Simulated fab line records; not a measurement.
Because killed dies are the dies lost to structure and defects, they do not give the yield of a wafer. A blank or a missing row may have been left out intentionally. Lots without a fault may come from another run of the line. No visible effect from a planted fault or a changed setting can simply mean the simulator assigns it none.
A lot that was struck, set against a sound lot	flow sky130	17 out of 708 route steps
Sound: these wafers, L495.1, L495.3, L495.6. Wafers L497.1, L497.5, L497.6 were the ones struck. At the end, the cause is stated.
At each step with rows: each side's tool, then ch and its chambers, then its first start. Under that, the readings that differ: sound wafers	struck wafers	difference of the means	sigmas: that difference in standard deviations of wafers without a fault.
alike: readings with means less than 2 such deviations apart, plus words and numbers identical on both sides. not compared: withheld readings, readings lacking a value on some wafer, bounds such as >300 that could conceal the same value, and numbers that have no deviation in the record and whose values overlap.
The two part at a step that has a row with sigmas, a row that says differs or no value, or rows on one side only. When numbers do not overlap yet have no deviation, they are printed without sigmas and do not part them. Lack of a reading on every wafer of one side parts them only where that side has two or more wafers.

first, 1 step without rows for these wafers: SKY_VT_ADJUST_LVTN_IMPLANT_19.
SKY_VT_ADJUST_LVTN_STRIP_20: strips in O2/N2.
  sound on plasmaAsher-04 ch 1, day 11 13:15; struck on plasmaAsher-01 ch 0,1, day 11 23:13
  alike: drypumpMotorCurrentA, oesProductAu, stripTimeToEndpointS
  not compared: rfHoursCounterH
SKY_VT_ADJUST_LVTN_TW_MEAS_21:
  sound on filmMetro-02 at day 11 13:21; struck on filmMetro-03 at day 11 23:19
  alike: VT_ADJUST_LVTN_2_TW
then, 7 steps without rows for these wafers: SKY_VT_ADJUST_NCORE_DEHYDRATE_00 (time 60 s); SKY_VT_ADJUST_NCORE_HMDS_01 (prime time 60 s); SKY_VT_ADJUST_NCORE_COAT_02 (resist thk 1140 nm); SKY_VT_ADJUST_NCORE_SOFTBAKE_03 (time 60 s); SKY_VT_ADJUST_NCORE_EXPOSE_04 (exposes mask LVTN COMPLEMENT THIN, target cd 380 nm); SKY_VT_ADJUST_NCORE_PEB_05; SKY_VT_ADJUST_NCORE_DEVELOP_06 (develop time 60 s).
SKY_VT_ADJUST_NCORE_CD_MEAS_07: the cd target is 380 nm.
  sound on cdSem-02 at day 12 11:58; struck on cdSem-01 at day 12 23:04
  alike: cdNm
SKY_VT_ADJUST_NCORE_OVL_MEAS_08:
  sound on overlay-02 at day 12 12:05; struck on overlay-02 at day 12 23:11
reading	sound	struck	difference	sigmas
VT_ADJUST_NCORE_OVL (nm)	3.0 2.3 1.8	-1.6 -1.6 -0.9	-3.7	-3
SKY_VT_ADJUST_NCORE_IMPLANT_09:
  sound on implanter-03 ch 0, day 12 12:07; struck on implanter-03 ch 0, day 12 23:13
reading	sound	struck	difference	sigmas
beamOnS (s)	9.72 9.91 10.12	12.14 12.58 12.01	+2.33	+12
faradayCurrentUA	13.92 13.67 13.46	11.12 10.79 11.25	-2.63	-10
SKY_VT_ADJUST_NCORE_STRIP_10: strips in O2/N2.
  sound on plasmaAsher-03 ch 0, day 12 12:16; struck on plasmaAsher-02 ch 0,1, day 12 23:22
  alike: drypumpMotorCurrentA, oesProductAu, stripTimeToEndpointS
  not compared: rfHoursCounterH
SKY_VT_ADJUST_NCORE_TW_MEAS_11:
  sound on filmMetro-04 at day 12 12:22; struck on filmMetro-02 at day 12 23:28
reading	sound	struck	difference	sigmas
VT_ADJUST_NCORE_TW	215.6 216.4 215.6	232.9 234.4 234.4	+18.0	+10
then, 1 step without rows for these wafers: SKY_VT_ADJUST_HVTR_DEHYDRATE_00 (time 60 s).
-- the record jumps here: 37 days lie between the struck wafers' starts before and after (it left off in module VT_ADJUST_HVTR and takes up again in module PAD_OPEN, whose first step shown is number 708 of the route) --
SKY_PAD_OPEN_PROBE_99:
  sound on prober-01 at day 49 16:10; struck on prober-01 at day 49 18:59
reading	sound	struck	difference	sigmas
model.etest.nfet_16v.rOnOhmUm	1.408e+04 1.388e+04 1.386e+04	1.484e+04 1.481e+04 1.498e+04	+9.367e+02	
model.etest.pfet_16v.rOnOhmUm	1.504e+04 1.497e+04 1.491e+04	1.45e+04 1.465e+04 1.444e+04	-4.43e+02	
model.etest.pfetG5v0d10v5.rOnOhmUm	4716 4732 4656	4454 4438 4484	-243	
model.etest.tipP.rsOhmSq	6943 6942 6928	6793 6703 6758	-186	
model.etest.pfet_01v8.rOnOhmUm	2827 2910 2838	2748 2805 2786	-79	
model.etest.resPwellUnderGate.rsOhmSq	2279 2268 2285	2203 2219 2210	-67	
model.etest.nfetG5v0d10v5.rOnOhmUm	1857 1864 1847	1925 1931 1945	+78	
model.etest.tip_p_5v.rsOhmSq	2860 2855 2847	2842 2825 2841	-18	
  alike: killed_at_M0_to_M3, killed_at_M4_up, killedAtContacts, killedAtFrontEnd, killedAtOther, killedDies, killedOpen, killedShort

WHERE THEY PART
Last at SKY_VT_ADJUST_NCORE_TW_MEAS_11 as far as this record goes, first at SKY_VT_ADJUST_NCORE_OVL_MEAS_08. Later steps at which nothing parts them and some readings are alike: SKY_PAD_OPEN_PROBE_99.

WHY: the cause the simulator had injected
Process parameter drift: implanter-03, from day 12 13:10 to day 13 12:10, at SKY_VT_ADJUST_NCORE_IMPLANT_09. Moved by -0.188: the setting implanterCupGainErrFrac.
